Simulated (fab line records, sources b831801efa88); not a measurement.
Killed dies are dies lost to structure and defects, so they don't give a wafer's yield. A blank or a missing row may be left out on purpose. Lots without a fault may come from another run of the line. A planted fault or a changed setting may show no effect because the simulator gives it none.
fab line records | flow sky130
record lots=6 wafers=18 last_day=47
route steps=708 shown PWDE@52 NWELL@56 PAD_OPEN@708
lots that met no fault: from a run of the same line without faults
start_h: hours from the record's first day to the start of the lot's first wafer shown | wait_h: hours since the lot's step before | " the same as in the row above | L1.1+2: a row that stands for several wafers | - no value, or no start given | * or withheld: withheld | < > ~ a bound
route shown NAME@n: a module of which the file shows steps, and the number in the route of the first | usual: mean/standard deviation of fault-free wafers | same: alike in all rows | chamber/n: place in a boat | sites: the reading at each site | _std_site: their standard deviation | _edge_site: outer sites' mean less inner sites' | radius_mm: how far each site lies from the wafer's centre | mask NAME#n: copy n | behind: the tool/chamber that last shaped the wafer | hold: why the lot was held/for how many hours/how that ended | device: the transistor (n, p or np) that didn't switch | end of line: the same wafers' tests at the end of the route | a step without rows: its recipe alone | killed: dies lost to structure and defects at the first sort, not the wafer's yield | map: a wafer's dies, x killed, . not, _ none there
set.NAME: the setting as run; set.NAME@STEP: as run at that earlier step | model.NAME: the simulator's own value behind a step, which no gauge read
lots at some steps of the route; a table a step, a row a wafer
services: from which hour (start_h, from the record's first day; less than 0 if before it) a tool's chamber was out of use, for how many hours, and why
## steps
# step SKY_PWDE_OVL_MEAS_07
# usual PWDE_OVL=0.2/1.5
# columns lot.wafer tool chamber start_h wait_h PWDE_OVL[nm]
L424.1 overlay-01 - 77.14 - 0.9
L424.2 " - " " 0.6
L424.4 " - " " 0.1
L425.2 overlay-02 - 84.30 - 0.1
L425.5 " - " " 1.6
L425.6 " - " " 0.9
L428.2 overlay-01 - 101.85 - -0.8
L428.4 " - " " -0.1
L428.5 " - " " -1.2
L430.1 overlay-01 - 113.79 - -0.6
L430.2 " - " " 1.1
L430.3 " - " " 0.2
L433.2 overlay-01 - 128.27 - -3.4
L433.3 " - " " -1.8
L433.5 " - " " -1.5
L434.1 overlay-02 - 135.63 - -0.5
L434.2 " - " " -0.6
L434.5 " - " " -1.0
# step SKY_PWDE_IMPLANT_08
# recipe species=B energy_kev=150 dose_cm2=3.6e+12 tilt_deg=withheld
# step SKY_PWDE_STRIP_09
# recipe chemistry=O2/N2 power_w=1400 pressure_mtorr=1500 platen_temp_c=withheld o2_flow_sccm=3000 n2_flow_sccm=300 overash_fraction=0.5
# usual drypump_motor_current_A=5.9/0.31 oes_product_au=0.723/0.0044 strip_time_to_endpoint_s=36.91/0.11
# columns lot.wafer tool chamber start_h wait_h drypump_motor_current_A oes_product_au rf_hours_counter_h strip_time_to_endpoint_s
L424.1 plasma_asher-01 1 77.33 0.1 6.0 0.726 37 36.82
L424.2 " 0 " " 6.5 0.724 37 36.70
L424.4 " 0 " " 6.5 0.721 - 36.72
L425.2 plasma_asher-04 1 84.48 0.1 5.5 0.726 42 36.87
L425.5 " 1 " " 5.5 0.727 - 36.90
L425.6 " 0 " " 5.9 0.723 - 36.90
L428.2 plasma_asher-03 0 102.03 0.1 5.7 0.723 26 36.92
L428.4 " 0 " " 5.7 0.720 - 36.92
L428.5 " 0 " " 5.6 0.710 - 36.95
L430.1 plasma_asher-01 0 114.02 0.2 6.5 0.724 42 36.87
L430.2 " 1 " " 6.0 0.725 42 37.06
L430.3 " 0 " " 6.5 0.722 - 36.86
L433.2 plasma_asher-04 1 128.45 0.1 5.5 0.724 1 37.10
L433.3 " 0 " " 5.8 0.727 - 36.98
L433.5 " 0 " " 5.8 0.717 - 36.96
L434.1 plasma_asher-03 1 135.81 0.1 5.6 0.729 28 37.13
L434.2 " 0 " " 5.7 0.728 28 36.97
L434.5 " 1 " " 5.6 0.725 - 37.13
# step SKY_PWDE_TW_MEAS_10
# usual PWDE_TW=379/3.9
# columns lot.wafer tool chamber start_h wait_h PWDE_TW
L424.1 film_metro-02 - 77.43 0.1 376
L424.2 " - " " 376
L424.4 " - " " 376
L425.2 film_metro-02 - 84.59 0.1 375
L425.5 " - " " 374
L425.6 " - " " 375
L428.2 film_metro-04 - 102.14 0.1 382
L428.4 " - " " 382
L428.5 " - " " 385
L430.1 film_metro-04 - 114.12 0.1 385
L430.2 " - " " 385
L430.3 " - " " 384
L433.2 film_metro-01 - 128.56 0.1 376
L433.3 " - " " 377
L433.5 " - " " 378
L434.1 film_metro-01 - 135.91 0.1 377
L434.2 " - " " 377
L434.5 " - " " 378
# step SKY_NWELL_DEHYDRATE_03
# recipe temp_c=200 time_s=60
# step SKY_NWELL_HMDS_04
# recipe prime_time_s=60 prime_temp_c=120
# step SKY_NWELL_COAT_05
# recipe spin_rpm=2000 resist_thk_nm=3000
# step SKY_NWELL_SOFTBAKE_06
# recipe temp_c=110 time_s=withheld
# step SKY_NWELL_EXPOSE_07
# recipe mask_id=NWM na=0.6 source_shape=conventional sigma_outer=0.6 polarization=unpolarized target_cd_nm=840 dose_mj=255
# step SKY_NWELL_PEB_08
# recipe temp_c=115 time_s=withheld
# step SKY_NWELL_DEVELOP_09
# recipe wall_angle_deg=90 developer=TMAH develop_time_s=60 dev_temp_c=23
# step SKY_NWELL_OVL_MEAS_10
# usual NWELL_00_OVL=-1.0/1.5
# columns lot.wafer tool chamber start_h wait_h NWELL_00_OVL[nm]
L424.1 overlay-01 - 94.32 - 0.9
L424.2 " - " " 1.2
L424.4 " - " " -0.3
L425.2 overlay-01 - 101.15 - -0.4
L425.5 " - " " -0.7
L425.6 " - " " -1.5
L428.2 overlay-02 - 119.58 - -4.4
L428.4 " - " " -2.0
L428.5 " - " " -3.6
L430.1 overlay-01 - 132.28 - -1.2
L430.2 " - " " -2.8
L430.3 " - " " -0.3
L433.2 overlay-01 - 147.38 - -2.6
L433.3 " - " " -1.2
L433.5 " - " " -2.5
L434.1 overlay-01 - 154.98 - -3.1
L434.2 " - " " 0.1
L434.5 " - " " -1.9
# step SKY_NWELL_IMPLANT_11
# recipe species=P energy_kev=403.6 dose_cm2=1.9e+13 tilt_deg=withheld
# columns lot.wafer tool chamber start_h wait_h
L424.1+2+4 implanter-02 0 94.36 0.0
L425.2+5+6 implanter-02 0 101.20 0.0
L428.2+4+5 implanter-01 0 119.63 0.0
L430.1+2+3 implanter-02 0 132.31 0.0
L433.2+3+5 implanter-03 0 147.43 0.0
L433.2+3+5 implanter-03 0 147.75 0.3
L434.1+2+5 implanter-01 0 155.01 0.0
L434.1+2+5 implanter-01 0 155.33 0.3
# step SKY_NWELL_IMPLANT_12
# recipe species=P energy_kev=120 dose_cm2=1.3e+12 tilt_deg=withheld
# step SKY_NWELL_IMPLANT_13
# recipe species=P energy_kev=50 dose_cm2=7e+11 tilt_deg=withheld
# step SKY_NWELL_STRIP_14
# recipe chemistry=O2/N2 power_w=1400 pressure_mtorr=1500 platen_temp_c=withheld o2_flow_sccm=3000 n2_flow_sccm=300 overash_fraction=0.5
# usual drypump_motor_current_A=5.68/0.27 oes_product_au=0.722/0.0048 strip_time_to_endpoint_s=36.88/0.1
# columns lot.wafer tool chamber start_h wait_h drypump_motor_current_A oes_product_au rf_hours_counter_h strip_time_to_endpoint_s
L424.1 plasma_asher-04 1 94.81 0.1 5.52 0.718 43 36.91
L424.2 " 0 " " 5.81 0.723 43 36.86
L424.4 " 1 " " 5.54 0.720 - 36.86
L425.2 plasma_asher-04 1 101.63 0.1 5.53 0.727 44 36.93
L425.5 " 1 " " 5.51 0.726 - 36.91
L425.6 " 0 " " 5.88 0.720 - 36.89
L428.2 plasma_asher-04 0 120.06 0.1 5.84 0.717 0 36.87
L428.4 " 1 " " 5.51 0.716 - 36.99
L428.5 " 1 " " 5.54 0.715 - 36.92
L430.1 plasma_asher-04 1 132.76 0.1 5.55 0.716 2 36.84
L430.2 " 0 " " 5.86 0.717 2 36.89
L430.3 " 0 " " 5.87 0.723 - 36.91
L433.2 plasma_asher-03 0 148.17 0.1 5.67 0.720 29 36.78
L433.3 " 0 " " 5.64 0.731 - 36.92
L433.5 " 0 " " 5.66 0.721 - 36.91
L434.1 plasma_asher-04 1 155.78 0.1 5.51 0.732 4 36.82
L434.2 " 0 " " 5.82 0.721 4 36.89
L434.5 " 1 " " 5.50 0.723 - 36.82
# step SKY_NWELL_TW_MEAS_15
# usual NWELL_TW=1844/19
# columns lot.wafer tool chamber start_h wait_h NWELL_TW
L424.1 film_metro-02 - 94.91 0.1 1832
L424.2 " - " " 1834
L424.4 " - " " 1826
L425.2 film_metro-04 - 101.74 0.1 1856
L425.5 " - " " 1859
L425.6 " - " " 1872
L428.2 film_metro-04 - 120.17 0.1 1890
L428.4 " - " " 1876
L428.5 " - " " 1871
L430.1 film_metro-04 - 132.86 0.1 1875
L430.2 " - " " 1879
L430.3 " - " " 1888
L433.2 film_metro-04 - 148.28 0.1 2336
L433.3 " - " " 2312
L433.5 " - " " 2303
L433.2 film_metro-04 - 148.56 0.3 2326
L433.3 " - " " 2326
L433.5 " - " " 2308
L434.1 film_metro-02 - 156.05 0.2 2266
L434.2 " - " " 2254
L434.5 " - " " 2261
L434.1 film_metro-02 - 156.28 0.2 2267
L434.2 " - " " 2268
L434.5 " - " " 2260
# step SKY_NWELL_DEHYDRATE_16
# recipe temp_c=200 time_s=60
# step SKY_NWELL_HMDS_17
# recipe prime_time_s=60 prime_temp_c=120
# step SKY_NWELL_COAT_18
# recipe spin_rpm=2000 resist_thk_nm=3000
# step SKY_NWELL_SOFTBAKE_19
# recipe temp_c=110 time_s=withheld
# step SKY_NWELL_EXPOSE_20
# recipe mask_id=NWM_COMPLEMENT na=0.6 source_shape=conventional sigma_outer=0.6 polarization=unpolarized target_cd_nm=840 dose_mj=260
# step SKY_NWELL_PEB_21
# recipe temp_c=115 time_s=withheld
# step SKY_NWELL_DEVELOP_22
# recipe wall_angle_deg=90 developer=TMAH develop_time_s=60 dev_temp_c=23
# step SKY_NWELL_OVL_MEAS_23
# usual NWELL_01_OVL=-0.7/1.3
# columns lot.wafer tool chamber start_h wait_h NWELL_01_OVL[nm]
L424.1 overlay-01 - 112.08 - -2.9
L424.2 " - " " -2.3
L424.4 " - " " -2.4
L425.2 overlay-01 - 119.00 - 0.5
L425.5 " - " " -0.9
L425.6 " - " " 1.3
L428.2 overlay-02 - 139.03 - -2.0
L428.4 " - " " -2.2
L428.5 " - " " -0.3
L430.1 overlay-01 - 151.99 - -1.6
L430.2 " - " " 0.4
L430.3 " - " " 0.8
L433.2 overlay-01 - 166.93 - -0.1
L433.3 " - " " 0.1
L433.5 " - " " -0.2
L434.1 overlay-02 - 175.09 - -0.4
L434.2 " - " " -1.0
L434.5 " - " " -0.8
# step SKY_NWELL_IMPLANT_24
# recipe species=B energy_kev=140 dose_cm2=9.2e+12 tilt_deg=withheld
# step SKY_NWELL_STRIP_25
# recipe chemistry=O2/N2 power_w=1400 pressure_mtorr=1500 platen_temp_c=withheld o2_flow_sccm=3000 n2_flow_sccm=300 overash_fraction=0.5
# usual drypump_motor_current_A=5.68/0.26 oes_product_au=0.723/0.0043 strip_time_to_endpoint_s=36.86/0.095
# columns lot.wafer tool chamber start_h wait_h drypump_motor_current_A oes_product_au rf_hours_counter_h strip_time_to_endpoint_s
L424.1 plasma_asher-02 1 116.07 3.9 6.12 0.725 45 37.02
L424.2 " 0 " " 5.26 0.726 45 37.01
L424.4 " 1 " " 6.13 0.722 - 36.88
L425.2 plasma_asher-04 0 119.18 0.1 5.83 0.723 0 36.74
L425.5 " 0 " " 5.83 0.724 - 36.83
L425.6 " 1 " " 5.50 0.722 - 36.83
L428.2 plasma_asher-04 1 139.21 0.1 5.48 0.727 2 36.72
L428.4 " 1 " " 5.50 0.730 - 36.65
L428.5 " 1 " " 5.50 0.729 - 36.74
L430.1 plasma_asher-03 0 152.18 0.1 5.66 0.722 29 36.75
L430.2 " 1 " " 5.73 0.718 29 36.72
L430.3 " 0 " " 5.66 0.728 - 36.74
L433.2 plasma_asher-03 0 167.11 0.1 5.69 0.721 30 36.67
L433.3 " 1 " " 5.68 0.728 - 36.68
L433.5 " 1 " " 5.64 0.722 - 36.70
L434.1 plasma_asher-04 1 175.28 0.1 5.54 0.724 6 36.82
L434.2 " 0 " " 5.80 0.712 6 36.87
L434.5 " 1 " " 5.52 0.718 - 36.94
# step SKY_NWELL_TW_MEAS_26
# usual NWELL_2_TW=502/5.4
# columns lot.wafer tool chamber start_h wait_h NWELL_2_TW
L424.1 film_metro-04 - 116.17 0.1 507
L424.2 " - " " 506
L424.4 " - " " 509
L425.2 film_metro-01 - 119.29 0.1 501
L425.5 " - " " 501
L425.6 " - " " 499
L428.2 film_metro-02 - 139.32 0.1 498
L428.4 " - " " 501
L428.5 " - " " 500
L430.1 film_metro-04 - 152.28 0.1 509
L430.2 " - " " 512
L430.3 " - " " 508
L433.2 film_metro-01 - 167.22 0.1 499
L433.3 " - " " 499
L433.5 " - " " 501
L434.1 film_metro-01 - 175.38 0.1 504
L434.2 " - " " 500
L434.5 " - " " 501
# step SKY_NWELL_CLEAN_27
# recipe chemistry=SC1/SC2 mix=1:4:20 temp_c=70 time_s=150 dry=n2_spin
# step SKY_NWELL_RTA_28
# recipe temp_c=1050 time_s=30 idle_temp_c=650 ramp_up_c_per_s=150 ramp_down_c_per_s=90 ambient=N2
# usual lamp_power_pct=25.30/0.055 wafer_temp_C_max=1054.7/0.93
# columns lot.wafer tool chamber start_h wait_h lamp_power_pct wafer_temp_C_max
L424.1 rtp_anneal-01 0 116.28 0.0 25.30 1056.6
L424.2 " 0 " " 25.23 1053.3
L424.4 " 0 " " 25.18 1054.2
L425.2 rtp_anneal-02 0 119.40 0.0 25.22 1054.3
L425.5 " 0 " " 25.34 1053.6
L425.6 " 0 " " 25.34 1055.6
L428.2 rtp_anneal-02 0 139.44 0.0 25.25 1054.0
L428.4 " 0 " " 25.32 1055.7
L428.5 " 0 " " 25.32 1055.1
L430.1 rtp_anneal-02 0 152.39 0.0 25.33 1053.7
L430.2 " 0 " " 25.20 1054.7
L430.3 " 0 " " 25.24 1054.6
L433.2 rtp_anneal-02 0 167.33 0.0 25.22 1053.3
L433.3 " 0 " " 25.38 1055.7
L433.5 " 0 " " 25.26 1054.5
L434.1 rtp_anneal-02 0 175.49 0.0 25.25 1054.1
L434.2 " 0 " " 25.30 1054.3
L434.5 " 0 " " 25.35 1054.8
# step SKY_NWELL_RS_MEAS_29
# recipe thk_meas_gauge=four-point-probe
# usual NWELL_RS=623.5/1.6
# columns lot.wafer tool chamber start_h wait_h NWELL_RS[ohm/sq]
L424.1 film_metro-01 - 116.38 0.1 625.3
L424.2 " - " " 623.0
L424.4 " - " " 624.1
L425.2 film_metro-04 - 119.51 0.1 624.1
L425.5 " - " " 621.5
L425.6 " - " " 623.4
L428.2 film_metro-01 - 139.54 0.1 623.8
L428.4 " - " " 625.1
L428.5 " - " " 625.1
L430.1 film_metro-02 - 152.49 0.1 624.6
L430.2 " - " " 623.9
L430.3 " - " " 623.7
L433.2 film_metro-04 - 167.44 0.1 430.3
L433.3 " - " " 429.1
L433.5 " - " " 430.5
L433.2 film_metro-04 - 167.80 0.3 429.2
L433.3 " - " " 430.1
L433.5 " - " " 430.6
L434.1 film_metro-04 - 175.59 0.1 431.4
L434.2 " - " " 430.5
L434.5 " - " " 430.8
L434.1 film_metro-04 - 175.95 0.3 430.3
L434.2 " - " " 430.0
L434.5 " - " " 430.5
# step SKY_PAD_OPEN_PROBE_99
# usual defect_limited_yield=82.6/2.1 killed_at_M0_to_M3=44/7.5 killed_at_M4_up=3.1/1.7 killed_at_contacts=24/6.2 killed_at_front_end=15/4.2 killed_at_other=0.4/0.58 killed_dies=85/10 killed_open=47/7.7 killed_short=38/6.4 sort_bin_3_pad_short=0.8/0.41 sort_bin_5_function=10.3/1.7 sort_bin_6_memory=6.2/1.1 sort_n_pass=407/10 sort_yield_pct=82.6/2.1
# same gross_dies=492 killed_at_back_side=0 sort_bin_4_leakage[%]=0 sort_bin_8_speed[%]=0
# columns lot.wafer tool chamber start_h wait_h defect_limited_yield[%] killed_at_M0_to_M3 killed_at_M4_up killed_at_contacts killed_at_front_end killed_at_other killed_dies killed_open killed_short sort_bin_3_pad_short[%] sort_bin_5_function[%] sort_bin_6_memory[%] sort_n_pass sort_yield_pct[%]
L424.1 prober-01 - 1094.04 0.1 86.6 33 2 16 15 0 66 33 33 1.2 8.1 4.1 426 86.6
L424.2 prober-01 - 1094.09 0.1 83.3 42 4 22 14 0 82 38 44 1.2 8.9 6.5 410 83.3
L424.4 prober-01 - 1094.19 0.2 79.7 56 2 27 15 0 100 47 53 0.8 13.0 6.5 392 79.7
# killed by level:class
L424.1 VIA1:geometric_particle:open=13 VIA2:geometric_particle:open=5 FIELD_ISO:geometric_particle:short=4 LI_CONTACT:geometric_particle:short=4 METAL2:geometric_particle:short=4 SONOS_ONO:geometric_particle:short=3 LI_CONTACT:geometric_particle:open=3 LOCAL_INTERCONNECT:geometric_particle:short=3
L424.2 VIA1:geometric_particle:open=12 METAL2:geometric_particle:short=8 LI_CONTACT:geometric_particle:open=7 VIA1:geometric_particle:short=6 LOCAL_INTERCONNECT:geometric_particle:short=5 CONTACT:geometric_particle:open=5 VIA2:geometric_particle:open=5 POLY_GATE:geometric_particle:short=4
L424.4 VIA1:geometric_particle:short=16 CONTACT:geometric_particle:open=12 METAL2:geometric_particle:short=11 VIA1:geometric_particle:open=7 VIA2:geometric_particle:open=6 FIELD_ISO:geometric_particle:open=5 VIA3:geometric_particle:open=5 LI_CONTACT:geometric_particle:open=5
## services
# columns tool chamber start_h hours kind
plasma_asher-02 - 69.87 3.5 repair
implanter-01 - 72.39 1.1 repair
plasma_asher-03 - 77.84 21.3 repair
implanter-01 - 85.49 4.1 repair
plasma_asher-01 - 86.72 2.8 pm
implanter-02 - 89.51 1.4 repair
plasma_asher-04 - 108.75 9.0 pm
plasma_asher-04 0 108.75 9.0 vent_cycle
plasma_asher-04 1 108.75 9.0 vent_cycle
plasma_asher-02 - 110.65 5.4 repair
plasma_asher-03 - 112.16 11.3 repair
plasma_asher-04 0 117.75 - clean
plasma_asher-04 1 117.75 - clean
implanter-01 - 125.21 5.2 pm
rtp_anneal-01 - 126.12 1.5 repair
plasma_asher-03 - 128.24 2.5 repair
plasma_asher-03 - 138.45 2.4 repair
implanter-02 - 156.09 2.0 repair
## key
first_sign step=SKY_NWELL_IMPLANT_11 reading=visit direction=added
effect step=SKY_NWELL_TW_MEAS_15 reading=visit direction=added
effect step=SKY_NWELL_TW_MEAS_15 reading=NWELL_TW direction=up sigmas=23 usual=1844 struck=2289
effect step=SKY_NWELL_RS_MEAS_29 reading=visit direction=added
effect step=SKY_NWELL_RS_MEAS_29 reading=NWELL_RS direction=down sigmas=99+ usual=623.5 struck=430.4
met_at SKY_NWELL_IMPLANT_11
struck_wafers L433.2,L433.3,L433.5,L434.1,L434.2,L434.5
scrapped_behind SKY_NWELL_RS_MEAS_29 L433.2,L433.3,L433.5,L434.1,L434.2,L434.5
fault kind=repeated_step_whole tool=implanter-01,implanter-02,implanter-03 chamber=- onset_h=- steps=SKY_NWELL_IMPLANT_11 times=1 scope=struck_lots_only
